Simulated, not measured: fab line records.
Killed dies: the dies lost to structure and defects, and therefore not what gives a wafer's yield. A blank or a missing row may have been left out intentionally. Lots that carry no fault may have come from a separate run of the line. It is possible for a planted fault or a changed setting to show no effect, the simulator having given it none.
Which tool did it? | flow sky130 | 12 lots, 35 wafers sampled, at 4 steps of a route of 708

== WHAT THE GAUGES SHOWED, per wafer ==
SKY_CONTACT_BOW_MEAS_05. Usual: CONTACT_BOW 81 um, standard deviation 7.
lot  | measured     | on           | CONTACT_BOW (um) | flag
L137 | day 30 03:43 | filmMetro-01 | 86 85 92         | 
L138 | day 30 08:24 | filmMetro-03 | 95 87 72         | 
L141 | day 31 16:59 | filmMetro-01 | 85 85 82         | 
L142 | day 31 22:34 | filmMetro-01 | 87 87 99         | 
L143 | day 32 09:36 | filmMetro-01 | 92 74 70         | 
L144 | day 32 18:58 | filmMetro-03 | 86 88 87         | 
L145 | day 33 02:03 | filmMetro-01 | 83 81 87         | 
L147 | day 33 17:41 | filmMetro-03 | 77 77 68         | 
L149 | day 34 09:22 | filmMetro-03 | 81 75 73         | 
L150 | day 35 05:28 | filmMetro-03 | 91 82 89         | 
L153 | day 35 12:13 | filmMetro-03 | 81 68 68         | 
L155 | day 36 13:51 | filmMetro-03 | 82 82            | 

== WHAT TOOL EACH LOT RAN ON (gives the tool, then ch and the chambers of the sampled wafers, and finally the start) ==
lot  | SKY_RES_XHIGH_STRIP_08              | SKY_LI_CONTACT_ETCH_15            | SKY_CONTACT_CMP_04
L137 | plasmaAsher-04 ch 0,1, day 26 10:21 | rieDiel-01 ch 0,1, day 28 21:43   | cmp-01 ch 0,1, day 30 03:28
L138 | plasmaAsher-02 ch 0, day 26 15:26   | rieDiel-01 ch 1,2, day 29 01:47   | cmp-01 ch 2,3, day 30 08:05
L141 | plasmaAsher-04 ch 0,1, day 28 01:47 | rieDiel-03 ch 1,2,3, day 30 10:50 | cmp-01 ch 0,1,3, day 31 16:47
L142 | plasmaAsher-02 ch 0,1, day 28 07:48 | rieDiel-01 ch 0,2,3, day 30 16:29 | cmp-02 ch 0,3, day 31 22:16
L143 | plasmaAsher-04 ch 0,1, day 28 17:17 | rieDiel-02 ch 2,3, day 31 03:04   | cmp-01 ch 0,3, day 32 09:16
L144 | plasmaAsher-04 ch 0,1, day 29 04:02 | rieDiel-02 ch 0,3, day 31 12:35   | cmp-02 ch 1,2,3, day 32 18:44
L145 | plasmaAsher-02 ch 0,1, day 29 12:21 | rieDiel-02 ch 0,1,3, day 31 20:37 | cmp-01 ch 2,3, day 33 01:45
L147 | plasmaAsher-02 ch 0,1, day 30 03:59 | rieDiel-02 ch 0,2,3, day 32 12:55 | cmp-01 ch 0,1,3, day 33 17:23
L149 | plasmaAsher-01 ch 0,1, day 30 20:22 | rieDiel-01 ch 0,1,3, day 33 04:02 | cmp-02 ch 1,2,3, day 34 09:04
L150 | plasmaAsher-01 ch 1, day 31 16:58   | rieDiel-01 ch 0,2,3, day 34 00:03 | cmp-02 ch 0,2,3, day 35 05:13
L153 | plasmaAsher-04 ch 0,1, day 32 00:59 | rieDiel-02 ch 0,1,2, day 34 06:37 | cmp-01 ch 1,3, day 35 11:55
L155 | plasmaAsher-04 ch 0,1, day 33 01:47 | rieDiel-01 ch 1,2, day 35 08:24   | cmp-01 ch 0,3, day 36 13:40
- SKY_RES_XHIGH_STRIP_08: strips in O2/N2.
- SKY_LI_CONTACT_ETCH_15: etches PSG in C4F8/O2/Ar, stops on Si, target depth 600 nm.
- SKY_CONTACT_CMP_04: polishes SiO2.

== AS READ BY THE TOOLS THEMSELVES (means over the sampled wafers that have a number; for cases with no such wafer, the mark the record gives instead) ==
SKY_RES_XHIGH_STRIP_08. Usual: drypumpMotorCurrentA 5.8 A, standard deviation 0.51; oesProductAu 0.710 a.u., standard deviation 0.0047; stripTimeToEndpointS 14.30 s, standard deviation 0.035.
lot  | tool           | drypumpMotorCurrentA (A) | oesProductAu (a.u.) | stripTimeToEndpointS (s) | flag
L137 | plasmaAsher-04 | 5.4                      | 0.710               | 14.32                    | 
L138 | plasmaAsher-02 | 5.9                      | 0.712               | 14.28                    | 
L141 | plasmaAsher-04 | 5.4                      | 0.713               | 14.29                    | 
L142 | plasmaAsher-02 | 6.0                      | 0.713               | 14.32                    | 
L143 | plasmaAsher-04 | 5.4                      | 0.711               | 14.23                    | 
L144 | plasmaAsher-04 | 5.4                      | 0.714               | 14.33                    | 
L145 | plasmaAsher-02 | 6.0                      | 0.712               | 14.31                    | 
L147 | plasmaAsher-02 | 6.1                      | 0.709               | 14.33                    | 
L149 | plasmaAsher-01 | 5.5                      | 0.707               | 14.29                    | 
L150 | plasmaAsher-01 | 4.9                      | 0.710               | 14.31                    | 
L153 | plasmaAsher-04 | 5.4                      | 0.716               | 14.30                    | 
L155 | plasmaAsher-04 | 5.4                      | 0.712               | 14.32                    | 

SKY_LI_CONTACT_ETCH_15. Usual: oesProductAu 0.837 a.u., standard deviation 0.0046.
lot  | tool       | oesProductAu (a.u.) | flag
L137 | rieDiel-01 | 0.836               | 
L138 | rieDiel-01 | 0.832               | 
L141 | rieDiel-03 | 0.838               | 
L142 | rieDiel-01 | 0.836               | 
L143 | rieDiel-02 | 0.840               | 
L144 | rieDiel-02 | 0.840               | 
L145 | rieDiel-02 | 0.838               | 
L147 | rieDiel-02 | 0.843               | 
L149 | rieDiel-01 | 0.842               | 
L150 | rieDiel-01 | 0.837               | 
L153 | rieDiel-02 | 0.843               | 
L155 | rieDiel-01 | 0.833               | 

SKY_CONTACT_CMP_04. Usual: motorCurrentA 11.7 A, standard deviation 1.5; timeToEndpointS 82 s, standard deviation 4.
lot  | tool   | motorCurrentA (A) | timeToEndpointS (s) | flag
L137 | cmp-01 | 12.1              | 81                  | 
L138 | cmp-01 | 10.9              | 80                  | 
L141 | cmp-01 | 11.2              | 87                  | 
L142 | cmp-02 | 12.8              | 80                  | 
L143 | cmp-01 | 10.5              | 81                  | 
L144 | cmp-02 | 11.8              | 78                  | 
L145 | cmp-01 | 11.2              | 82                  | 
L147 | cmp-01 | 11.0              | 87                  | 
L149 | cmp-02 | 11.9              | 81                  | 
L150 | cmp-02 | 12.6              | 77                  | 
L153 | cmp-01 | 12.2              | 90                  | 
L155 | cmp-01 | 10.3              | 76                  | 

== THE ANSWER, worked out from the rows above alone ==
Rule: lot off if the mean of its wafers having a number is beyond 3 standard deviations from the usual mean. Also off: a lot with no number at a reading for which 4 or more lots have one. All remaining lots with rows at the step are treated as sound. First the gauges in route order, then the tools' own readings, where a lot's mean is used as printed above. The first step at which some lot is off is used, and at that step the reading that is off furthest; a lot without a number counts as furthest.
None of the lots is off at any reading shown; this tells nothing.

== WHAT WAS PUT IN BY THE SIMULATOR ==
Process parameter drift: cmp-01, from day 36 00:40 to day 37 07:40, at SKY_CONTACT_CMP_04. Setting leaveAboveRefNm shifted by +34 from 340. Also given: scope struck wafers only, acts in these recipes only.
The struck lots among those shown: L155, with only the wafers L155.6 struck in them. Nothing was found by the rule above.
